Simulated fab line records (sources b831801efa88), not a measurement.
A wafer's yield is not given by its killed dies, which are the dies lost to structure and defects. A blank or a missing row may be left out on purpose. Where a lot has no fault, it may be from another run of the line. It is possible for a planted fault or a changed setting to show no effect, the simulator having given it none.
Matching of chambers ; flow gf180mcu ; GF_STI_CMP_25 on cmp-02 has 4 sister chambers
The step polishes, stops on Si3N4, t overpolish 33 s, target thk 524.6 nm. 4 wafers are shown with their chamber, then 10 later ones without.

== WAFERS PAIRED WITH THEIR CHAMBERS ==
wafer;chamber;motor current A (A)
L086.5;0;14.7
L086.6;1;12.7
L089.2;3;13.9
L089.3;2;12.2

== WAFERS WHOSE CHAMBER IS MISSING ==
wafer;motor current A (A)
L089.4;13.1
L090.1;14.7
L090.2;12.1
L090.5;14.4
L093.1;15.1
L093.2;14.8
L093.4;12.7
L095.1;14.2
L095.3;14.2
L095.5;14.5

== EACH ONE'S CHAMBER ==
wafer;from the rows above;in truth
L089.4;can't be placed: 1 or 3 or 2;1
L090.1;0;0
L090.2;can't be placed: 2 or 1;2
L090.5;can't be placed: 0 or 3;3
L093.1;0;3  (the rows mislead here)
L093.2;0;0
L093.4;can't be placed: 1 or 2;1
L095.1;can't be placed: 3 or 0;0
L095.3;can't be placed: 3 or 0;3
L095.5;can't be placed: 0 or 3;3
Correctly placed: 2 of 10. Can't be placed from these rows: 7 (the true chamber is among the candidates in 7). 1 placed wrongly.
How it was worked out, from the rows above alone: a wafer's distance from a chamber is the root of the sum, over the readings, of the square of ((its reading less the chamber's mean) divided by the reading's scatter). The wafer belongs to the nearest chamber; if the next one is less than 2 further off, it can't be placed. A chamber's mean is the mean of its shown wafers. The scatter: root of mean squared gap, hidden wafer to nearest shown wafer, with one shown wafer a chamber.
